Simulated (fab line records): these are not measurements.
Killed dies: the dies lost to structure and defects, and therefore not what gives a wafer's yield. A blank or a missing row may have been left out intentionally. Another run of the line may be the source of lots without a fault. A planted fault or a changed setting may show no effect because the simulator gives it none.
fab line records    flow sky130
[record] lots = 6  wafers = 18  last_day = 50
route steps=708 shown LI_CONTACT@374 PAD_OPEN@708
lots that met no fault: from a run of the same line without faults
start_h: the number of hours between the record's first day and the start of the first shown wafer of the lot    wait_h: hours since the lot's step before    " as in the row above    L1.1+2: a row that stands for several wafers    - value missing, or start not given    * or withheld: withheld    < > ~ a bound
route shown NAME@n: a module of which the file shows steps, and the number in the route of the first    usual: mean/standard deviation taken from wafers without a fault    same: alike in all rows    chamber/n: place in a boat    sites: readings site by site    _std_site: their standard deviation    _edge_site: mean of outer sites minus mean of inner sites    radius_mm: how far each site lies from the wafer's centre    mask NAME#n: copy n    behind: the most recent tool/chamber to have shaped the wafer    hold: what put the lot on hold/how long, in hours/how the hold closed    device: transistor that didn't switch, given as n, p or np    end of line: at the end of the route, the tests of the same wafers    step lacking rows: just its recipe    killed: the dies lost at the first sort to structure and to defects; this is not the yield of the wafer    map: shows each die of a wafer: x if killed, . if not, _ if none is there
set.NAME: the setting that was run; set.NAME@STEP: the one run at that earlier step    model.NAME: the simulator's own value behind a step, which no gauge read
a table for each step, a row for each wafer; lots at some steps of the route
services: from which hour (start_h, from the record's first day; less than 0 if before it) a tool's chamber was out of use, for how many hours, and why
[[steps]]
[step SKY_LI_CONTACT_CD_MEAS_12]
[recipe] target_cd_nm = 170
[usual] cd_nm = 169.6/1.7
lot.wafer  tool       chamber  start_h  wait_h  cd_nm
L133.1     cd_sem-02  -        714.49   -       168.3
L133.2     "          -        "        "       169.4
L133.4     "          -        "        "       170.4
L136.2     cd_sem-02  -        738.77   -       174.2
L136.3     "          -        "        "       172.5
L136.4     "          -        "        "       173.1
L137.2     cd_sem-02  -        759.76   -       169.9
L137.5     "          -        "        "       170.9
L137.6     "          -        "        "       169.2
L146.2     cd_sem-01  -        815.34   -       172.0
L146.3     "          -        "        "       173.4
L146.6     "          -        "        "       172.6
L150.1     cd_sem-01  -        836.89   -       167.8
L150.3     "          -        "        "       167.5
L150.6     "          -        "        "       168.9
L151.4     cd_sem-02  -        849.30   -       167.0
L151.5     "          -        "        "       168.0
L151.6     "          -        "        "       167.1
[step SKY_LI_CONTACT_OVL_MEAS_13]
[usual] LI_CONTACT_OVL = 2/5.8
lot.wafer  tool        chamber  start_h  wait_h  LI_CONTACT_OVL[nm]
L133.1     overlay-01  -        714.61   0.1     5
L133.2     "           -        "        "       8
L133.4     "           -        "        "       10
L136.2     overlay-02  -        738.88   0.1     10
L136.3     "           -        "        "       19
L136.4     "           -        "        "       12
L137.2     overlay-02  -        759.87   0.1     9
L137.5     "           -        "        "       -4
L137.6     "           -        "        "       -1
L146.2     overlay-02  -        815.44   0.1     0
L146.3     "           -        "        "       1
L146.6     "           -        "        "       4
L150.1     overlay-01  -        837.01   0.1     -1
L150.3     "           -        "        "       1
L150.6     "           -        "        "       -1
L151.4     overlay-02  -        849.38   0.1     16
L151.5     "           -        "        "       -4
L151.6     "           -        "        "       8
[step SKY_LI_CONTACT_ETCH_14]
[recipe] chemistry = N2/H2  target = BARC  ion_energy_ev = 200  source_w = 500  bias_w = 97.51  pressure_mtorr = 30  n2_flow_sccm = 100  h2_flow_sccm = 200  stop_on = SiO2  time_s = 45.9  target_depth_a = 600
[usual] drypump_motor_current_A = 5.65/0.23  oes_product_au = 0.855/0.0049  rf_fwd_power_W = 494.2/2  throttle_valve_pct = 13.224/0.01
lot.wafer  tool         chamber  start_h  wait_h  drypump_motor_current_A  oes_product_au  rf_fwd_power_W  rf_hours_counter_h  throttle_valve_pct
L133.1     rie_diel-01  1        714.64   0.0     5.76                     0.849           497.2           12                  13.221
L133.2     "            0        "        "       5.58                     0.849           499.2           4                   13.203
L133.4     "            2        "        "       6.01                     0.860           493.0           22                  13.220
L136.2     rie_diel-01  1        738.91   0.0     5.76                     0.852           494.0           13                  13.219
L136.3     "            3        "        "       5.83                     0.863           496.5           17                  13.227
L136.4     "            2        "        "       6.01                     0.857           495.0           22                  13.222
L137.2     rie_diel-04  3        759.90   0.0     5.64                     0.859           494.5           26                  13.235
L137.5     "            3        "        "       5.65                     0.852           494.2           -                   13.226
L137.6     "            2        "        "       5.45                     0.857           494.9           -                   13.245
L146.2     rie_diel-04  0        815.47   0.0     5.77                     0.856           492.4           19                  13.229
L146.3     "            2        "        "       5.50                     0.858           493.5           12                  13.222
L146.6     "            0        "        "       5.78                     0.854           491.0           -                   13.235
L150.1     rie_diel-01  3        837.05   0.0     5.84                     0.849           497.6           19                  13.230
L150.3     "            1        "        "       5.75                     0.844           494.9           15                  13.229
L150.6     "            0        "        "       5.57                     0.851           496.5           -                   13.226
L151.4     rie_diel-04  3        849.40   0.0     5.62                     0.857           493.2           29                  13.228
L151.5     "            2        "        "       5.47                     0.860           493.0           -                   13.240
L151.6     "            1        "        "       5.68                     0.852           489.8           -                   13.225
[step SKY_LI_CONTACT_ETCH_15]
[recipe] target = PSG  chemistry = C4F8/O2/Ar  stop_on = Si  taper_deg = 4.15  mask_material = KrF-thick  source_w = 1500  bias_w = 1200  pressure_mtorr = 40  c4f8_flow_sccm = withheld  O2_flow_sccm = 6  Ar_flow_sccm = 300  time_s = withheld  target_depth_a = 6000
[usual] oes_product_au = 0.837/0.0052  rf_fwd_power_W = 1492/5.2
lot.wafer  tool         chamber  start_h  wait_h  oes_product_au  rf_fwd_power_W
L133.1     rie_diel-01  1        714.69   0.0     0.841           1497
L133.2     "            0        "        "       0.835           1486
L133.4     "            2        "        "       0.826           1495
L136.2     rie_diel-01  1        738.95   0.0     0.835           1501
L136.3     "            3        "        "       0.845           1486
L136.4     "            2        "        "       0.847           1491
L137.2     rie_diel-04  3        759.94   0.0     0.845           1490
L137.5     "            3        "        "       0.844           1503
L137.6     "            2        "        "       0.834           1495
L146.2     rie_diel-04  0        815.51   0.0     0.834           1488
L146.3     "            2        "        "       0.829           1490
L146.6     "            0        "        "       0.843           1480
L150.1     rie_diel-01  3        837.09   0.0     0.837           1494
L150.3     "            1        "        "       0.827           1487
L150.6     "            0        "        "       0.837           1496
L151.4     rie_diel-04  3        849.44   0.0     0.835           1489
L151.5     "            2        "        "       0.828           1492
L151.6     "            1        "        "       0.843           1486
[step SKY_LI_CONTACT_STRIP_16]
[recipe] chemistry = O2/N2  power_w = 1400  pressure_mtorr = 1500  platen_temp_c = withheld  o2_flow_sccm = 3000  n2_flow_sccm = 300  overash_fraction = 0.5
[usual] drypump_motor_current_A = 5.7/0.34  oes_product_au = 0.375/0.0047  strip_time_to_endpoint_s = 3.48/0.054
lot.wafer  tool             chamber  start_h  wait_h  drypump_motor_current_A  oes_product_au  rf_hours_counter_h  strip_time_to_endpoint_s
L133.1     plasma_asher-04  0        714.77   -       6.2                      0.372           103                 3.60
L133.2     "                1        "        "       5.8                      0.371           103                 3.54
L133.4     "                1        "        "       5.8                      0.384           -                   3.50
L136.2     plasma_asher-01  1        739.04   -       5.4                      0.379           61                  3.58
L136.3     "                1        "        "       5.4                      0.382           -                   3.51
L136.4     "                0        "        "       6.0                      0.380           -                   3.54
L137.2     plasma_asher-03  0        760.02   -       5.6                      0.384           29                  3.46
L137.5     "                0        "        "       5.6                      0.371           -                   3.46
L137.6     "                1        "        "       5.1                      0.371           -                   3.42
L146.2     plasma_asher-03  1        815.60   -       5.1                      0.381           35                  3.47
L146.3     "                1        "        "       5.1                      0.378           -                   3.40
L146.6     "                0        "        "       5.6                      0.374           -                   3.44
L150.1     plasma_asher-03  1        837.17   -       5.1                      0.377           38                  3.48
L150.3     "                0        "        "       5.6                      0.371           -                   3.57
L150.6     "                1        "        "       5.1                      0.374           -                   3.53
L151.4     plasma_asher-01  1        849.56   -       5.4                      0.373           -                   3.45
L151.5     "                1        "        "       5.5                      0.373           -                   3.42
L151.6     "                0        "        "       6.0                      0.370           -                   3.43
[step SKY_LI_CONTACT_CLEAN_17]
[recipe] chemistry = NMP  time_s = 600  temp_c = 60  dry = n2_spin
[step SKY_LI_CONTACT_PRE_CLEAN_18]
[recipe] gas = Ar  time_s = 5.6  bias_v = 358
[step SKY_LI_CONTACT_SPUTTER_19]
[recipe] material = Ti  target_thk_nm = 20  chamber_pressure_pa = 5  power_w = 2500  substrate_temp_c = 200  time_s = 106.37
[usual] throttle_valve_pct = 30.7/0.58
lot.wafer  tool            chamber  start_h  wait_h  throttle_valve_pct
L133.1     pvd_sputter-01  -        715.07   0.0     29.7
L133.2     "               -        "        "       30.0
L133.4     "               -        "        "       31.2
L136.2     pvd_sputter-01  -        739.37   0.0     30.4
L136.3     "               -        "        "       30.5
L136.4     "               -        "        "       31.2
L137.2     pvd_sputter-01  -        760.32   0.0     30.3
L137.5     "               -        "        "       30.0
L137.6     "               -        "        "       30.4
L146.2     pvd_sputter-01  -        815.90   0.0     30.0
L146.3     "               -        "        "       30.6
L146.6     "               -        "        "       30.5
L150.1     pvd_sputter-04  -        837.47   0.0     31.8
L150.3     "               -        "        "       30.8
L150.6     "               -        "        "       30.7
L151.4     pvd_sputter-04  -        849.82   0.0     31.4
L151.5     "               -        "        "       31.0
L151.6     "               -        "        "       31.7
[step SKY_LI_CONTACT_SPUTTER_20]
[recipe] material = TiN  target_thk_nm = 20  chamber_pressure_pa = 5  power_w = 4000  time_s = 80
[usual] throttle_valve_pct = 30.7/0.6
lot.wafer  tool            chamber  start_h  wait_h  throttle_valve_pct
L133.1     pvd_sputter-01  -        715.14   0.0     29.8
L133.2     "               -        "        "       30.3
L133.4     "               -        "        "       31.1
L136.2     pvd_sputter-01  -        739.44   0.0     30.7
L136.3     "               -        "        "       30.3
L136.4     "               -        "        "       31.3
L137.2     pvd_sputter-01  -        760.39   0.0     30.0
L137.5     "               -        "        "       29.9
L137.6     "               -        "        "       30.3
L146.2     pvd_sputter-01  -        815.97   0.0     29.8
L146.3     "               -        "        "       30.5
L146.6     "               -        "        "       30.4
L150.1     pvd_sputter-04  -        837.54   0.0     31.8
L150.3     "               -        "        "       30.7
L150.6     "               -        "        "       30.8
L151.4     pvd_sputter-04  -        849.89   0.0     31.3
L151.5     "               -        "        "       30.7
L151.6     "               -        "        "       31.6
[step SKY_LI_CONTACT_CVD_21]
[recipe] material = W  target_thk_nm = 400  time_s = 120.56  temp_c = 400  pressure_torr = 40
[step SKY_LI_CONTACT_RS_MEAS_22]
[recipe] thk_meas_gauge = four-point-probe  reads = W_of_LI_CONTACT_CVD_21+TiN_of_LI_CONTACT_SPUTTER_20+Ti_of_LI_CONTACT_SPUTTER_19
[usual] LI_CONTACT_W_RS = 0.283/0.0055
lot.wafer  tool           chamber  start_h  wait_h  LI_CONTACT_W_RS[ohm/sq]
L133.1     film_metro-04  -        715.33   0.1     0.279
L133.2     "              -        "        "       0.285
L133.4     "              -        "        "       0.279
L136.2     film_metro-02  -        739.65   0.1     0.277
L136.3     "              -        "        "       0.289
L136.4     "              -        "        "       0.280
L137.2     film_metro-02  -        760.73   0.2     0.277
L137.5     "              -        "        "       0.278
L137.6     "              -        "        "       0.275
L146.2     film_metro-04  -        816.18   0.1     0.284
L146.3     "              -        "        "       0.290
L146.6     "              -        "        "       0.290
L150.1     film_metro-04  -        837.73   0.1     0.285
L150.3     "              -        "        "       0.288
L150.6     "              -        "        "       0.279
L151.4     film_metro-04  -        850.14   0.1     0.280
L151.5     "              -        "        "       0.285
L151.6     "              -        "        "       0.286
[step SKY_LI_CONTACT_THK_MEAS_23]
[recipe] thk_meas_gauge = xrf  reads = W_of_LI_CONTACT_CVD_21
[usual] LI_CONTACT_W_THK = 397/7.9
lot.wafer  tool           chamber  start_h  wait_h  LI_CONTACT_W_THK[nm]
L133.1     film_metro-04  -        715.45   0.1     402
L133.2     "              -        "        "       396
L133.4     "              -        "        "       402
L136.2     film_metro-02  -        739.76   0.1     399
L136.3     "              -        "        "       382
L136.4     "              -        "        "       396
L137.2     film_metro-02  -        760.84   0.1     402
L137.5     "              -        "        "       399
L137.6     "              -        "        "       403
L146.2     film_metro-04  -        816.29   0.1     399
L146.3     "              -        "        "       391
L146.6     "              -        "        "       392
L150.1     film_metro-04  -        837.85   0.1     397
L150.3     "              -        "        "       393
L150.6     "              -        "        "       407
L151.4     film_metro-04  -        850.23   0.1     406
L151.5     "              -        "        "       399
L151.6     "              -        "        "       399
[step SKY_LI_CONTACT_CMP_24]
[recipe] stop_on = PSG  t_overpolish_s = 20  down_force_psi = 3.5  platen_rpm = 60  target_thk_nm = 0  pad_velocity_m_s = 0.94248
[usual] edge_zone_pressure_frac = 1.000/0.0046  head_pressure_psi = 3.500/0.0067  motor_current_A = 11.1/1.1  overpolish_run_s = 20.000/0.0094  t_overpolish_s = 20/0  time_to_endpoint_s = 98/6.6
lot.wafer  tool    chamber  start_h  wait_h  edge_zone_pressure_frac  head_pressure_psi  motor_current_A  overpolish_run_s  t_overpolish_s  time_to_endpoint_s  model.W_of_LI_CONTACT_CVD_21.thk_nm  model.PSG_of_LI_CONTACT_HDPCVD_00.thk_nm
L133.1     cmp-01  1        715.51   0.1     0.999                    3.507              10.7             20.002            20              90                  0                                    590.1
L133.2     "       2        "        "       0.999                    3.485              11.3             19.986            20              101                 0                                    588.7
L133.4     "       3        "        "       0.994                    3.507              11.2             19.995            20              100                 0                                    587.5
L136.4     cmp-02  1        740.21   0.4     -                        -                  -                -                 -               -                   405.4                                593.1
L136.3     "       3        "        "       -                        -                  -                -                 -               -                   392.4                                593
L136.2     "       0        "        "       -                        -                  -                -                 -               -                   409.9                                590.8
L137.2     cmp-01  1        760.99   0.1     -                        -                  -                -                 -               -                   409.2                                594
L137.5     "       3        "        "       -                        -                  -                -                 -               -                   408                                  592.2
L137.6     "       0        "        "       -                        -                  -                -                 -               -                   412.7                                591.9
L146.3     cmp-02  0        816.34   0.0     1.005                    3.499              10.4             19.995            20              97                  0                                    584.8
L146.2     "       1        "        "       1.003                    3.495              10.9             19.992            20              96                  0                                    587.6
L146.6     "       0        "        "       1.009                    3.505              10.6             20.005            20              96                  0                                    586.9
L150.1     cmp-02  3        837.91   0.1     1.005                    3.503              13.2             20.012            20              100                 0                                    586.8
L150.3     "       2        "        "       1.000                    3.505              9.3              19.992            20              84                  0                                    587.5
L150.6     "       0        "        "       0.997                    3.492              11.2             19.993            20              96                  0                                    588.2
L151.4     cmp-02  3        850.31   0.1     0.999                    3.498              13.5             19.998            20              107                 0                                    589.9
L151.5     "       2        "        "       1.000                    3.507              8.8              19.991            20              89                  0                                    586.1
L151.6     "       3        "        "       1.000                    3.490              12.7             20.010            20              101                 0                                    590
[step SKY_PAD_OPEN_PROBE_99]
[usual] killed_at_M0_to_M3 = 42/7.1  killed_at_M4_up = 3.0/1.7  killed_at_contacts = 25/5  killed_at_front_end = 16/4.4  killed_at_other = 0.5/1.4  killed_dies = 87/9.2  killed_on_rim = 18/4.3  killed_open = 47/6.2  killed_short = 39/6.6
[same] gross_dies = 492  killed_at_back_side = 0
lot.wafer  tool       chamber  start_h  wait_h  killed_at_M0_to_M3  killed_at_M4_up  killed_at_contacts  killed_at_front_end  killed_at_other  killed_dies  killed_on_rim  killed_open  killed_short
L136.2     prober-01  -        1121.14  0.1     38                  3                437                 14                   0                492          96             42           37
L136.3     prober-01  -        1121.19  0.2     39                  4                425                 22                   2                492          96             52           38
L136.4     prober-01  -        1121.24  0.2     36                  2                434                 20                   0                492          96             50           32
L137.2     prober-02  -        1136.35  0.1     38                  4                428                 21                   1                492          96             51           37
L137.5     prober-02  -        1136.50  0.2     52                  2                423                 15                   0                492          96             35           50
L137.6     prober-02  -        1136.55  0.2     48                  3                428                 13                   0                492          96             42           45
// killed by level:class
L136.2 LI_CONTACT:area_cmp=412 CONTACT:geometric_particle:open=13 VIA1:geometric_particle:open=7 POLY_GATE:geometric_particle:open=5 VIA1:geometric_particle:short=5 METAL2:geometric_particle:short=5 VIA2:geometric_particle:open=5 POLY_GATE:geometric_particle:short=4
L136.3 LI_CONTACT:area_cmp=400 CONTACT:geometric_particle:open=10 VIA1:geometric_particle:open=8 METAL2:geometric_particle:short=8 FIELD_ISO:geometric_particle:open=7 LI_CONTACT:geometric_particle:open=7 FIELD_ISO:geometric_particle:short=5 METAL3:geometric_particle:short=5
L136.4 LI_CONTACT:area_cmp=410 CONTACT:geometric_particle:open=12 VIA1:geometric_particle:open=9 LI_CONTACT:geometric_particle:open=7 FIELD_ISO:geometric_particle:open=6 POLY_GATE:geometric_particle:short=6 VIA2:geometric_particle:short=5 VIA1:geometric_particle:short=5
L137.2 LI_CONTACT:area_cmp=403 CONTACT:geometric_particle:open=11 VIA1:geometric_particle:open=9 LI_CONTACT:geometric_particle:open=7 FIELD_ISO:geometric_particle:open=6 METAL2:geometric_particle:short=6 METAL1:geometric_particle:short=6 VIA3:geometric_particle:open=6
L137.5 LI_CONTACT:area_cmp=407 VIA1:geometric_particle:open=10 METAL2:geometric_particle:short=8 METAL1:geometric_particle:short=7 VIA2:geometric_particle:open=7 VIA1:geometric_particle:short=6 FIELD_ISO:geometric_particle:open=5 CONTACT:geometric_particle:short=5
L137.6 LI_CONTACT:area_cmp=405 VIA1:geometric_particle:open=9 CONTACT:geometric_particle:short=8 METAL2:geometric_particle:short=8 VIA2:geometric_particle:open=7 CONTACT:geometric_particle:open=6 VIA3:geometric_particle:open=6 FIELD_ISO:geometric_particle:short=5
// map L136.2 (x killed, . not)
__________xxxxxxxxxx_________
________xxxxxxxxxxxxxx_______
______xxxxxxxxxxxxxxxxxx_____
_____xxxxxxxxxxxxxxxxxxxx____
____xxxxxxxxxxxxxxxxxxxxxx___
___xxxxxxxxxxxxxxxxxxxxxxxx__
__xxxxxxxxxxxxxxxxxxxxxxxxxx_
_xxxxxxxxxxxxxxxxxxxxxxxxxxxx
_xxxxxxxxxxxxxxxxxxxxxxxxxxxx
_xxxxxxxxxxxxxxxxxxxxxxxxxxxx
_xxxxxxxxxxxxxxxxxxxxxxxxxxxx
_xxxxxxxxxxxxxxxxxxxxxxxxxxxx
_xxxxxxxxxxxxxxxxxxxxxxxxxxxx
_xxxxxxxxxxxxxxxxxxxxxxxxxxxx
_xxxxxxxxxxxxxxxxxxxxxxxxxxxx
__xxxxxxxxxxxxxxxxxxxxxxxxxx_
___xxxxxxxxxxxxxxxxxxxxxxxx__
____xxxxxxxxxxxxxxxxxxxxxx___
_____xxxxxxxxxxxxxxxxxxxx____
______xxxxxxxxxxxxxxxxxx_____
________xxxxxxxxxxxxxx_______
__________xxxxxxxxxx_________
// map L137.2 (x killed, . not)
__________xxxxxxxxxx_________
________xxxxxxxxxxxxxx_______
______xxxxxxxxxxxxxxxxxx_____
_____xxxxxxxxxxxxxxxxxxxx____
____xxxxxxxxxxxxxxxxxxxxxx___
___xxxxxxxxxxxxxxxxxxxxxxxx__
__xxxxxxxxxxxxxxxxxxxxxxxxxx_
_xxxxxxxxxxxxxxxxxxxxxxxxxxxx
_xxxxxxxxxxxxxxxxxxxxxxxxxxxx
_xxxxxxxxxxxxxxxxxxxxxxxxxxxx
_xxxxxxxxxxxxxxxxxxxxxxxxxxxx
_xxxxxxxxxxxxxxxxxxxxxxxxxxxx
_xxxxxxxxxxxxxxxxxxxxxxxxxxxx
_xxxxxxxxxxxxxxxxxxxxxxxxxxxx
_xxxxxxxxxxxxxxxxxxxxxxxxxxxx
__xxxxxxxxxxxxxxxxxxxxxxxxxx_
___xxxxxxxxxxxxxxxxxxxxxxxx__
____xxxxxxxxxxxxxxxxxxxxxx___
_____xxxxxxxxxxxxxxxxxxxx____
______xxxxxxxxxxxxxxxxxx_____
________xxxxxxxxxxxxxx_______
__________xxxxxxxxxx_________
[[services]]
tool             chamber  start_h  hours  kind
plasma_asher-03  -        693.33   40.2   pm
rie_diel-04      2        703.86   23.7   repair
cmp-02           -        712.00   5.3    repair
pvd_sputter-01   -        721.69   7.6    repair
plasma_asher-04  -        733.75   9.0    pm
cmp-01           -        736.23   4.3    pm
cmp-02           -        737.63   1.1    repair
cmp-02           -        744.30   4.0    pm
cmp-02           -        748.30   -      consumable_replace:conditioner
rie_diel-04      3        775.70   3.2    repair
cmp-02           -        792.31   1.4    repair
rie_diel-01      3        793.16   11.3   repair
cmp-02           -        797.71   2.0    repair
plasma_asher-04  -        809.69   4.1    repair
plasma_asher-04  -        815.51   2.8    pm
pvd_sputter-01   3        832.59   -      consumable_replace:kit
pvd_sputter-01   3        832.59   18.0   scheduled_down
pvd_sputter-01   3        832.59   18.0   vent_cycle
rie_diel-04      2        842.70   3.6    repair
rie_diel-01      2        843.60   -      clean
rie_diel-01      2        843.60   22.4   scheduled_down
rie_diel-01      2        843.60   22.4   vent_cycle
cmp-02           -        844.40   1.8    repair
rie_diel-04      2        849.95   2.7    repair
[[key]]
[first_sign] step = SKY_LI_CONTACT_CMP_24  reading = tool_record  direction = missing
[effect] step = SKY_PAD_OPEN_PROBE_99  reading = killed_at_contacts  direction = up  sigmas = 80  usual = 25  struck = 429
[model_effect] step = SKY_LI_CONTACT_CMP_24  value = W_of_LI_CONTACT_CVD_21.thk_nm  without = 0  struck = 406.3
[more_kills_born_at] SKY_LI_CONTACT_CMP_24@cmp-02 = 1214  SKY_LI_CONTACT_CMP_24@cmp-01 = 1206
met_at SKY_LI_CONTACT_CMP_24
struck_wafers L136.2,L136.3,L136.4,L137.2,L137.5,L137.6
later_rows_left_out L136.2,L136.3,L136.4,L137.2,L137.5,L137.6
tester_left_out L136,L137
onset_between 715.51 740.21
[fault] kind = skipped_step_whole  tool = cmp-01,cmp-02  chamber = -  onset_h = 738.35  steps = SKY_LI_CONTACT_CMP_24  scope = struck_lots_only
// tester_left_out: of these lots the tester's yield and bins aren't shown, on N5 and GAA mostly nor the transistor test; their killed dies are dies lost to structure and defects alone, not to doping, threshold or leakage, so they don't give the yield
// later_rows_left_out: the simulator's readings of these wafers behind a module that went badly wrong aren't trusted and aren't shown, but for the sort
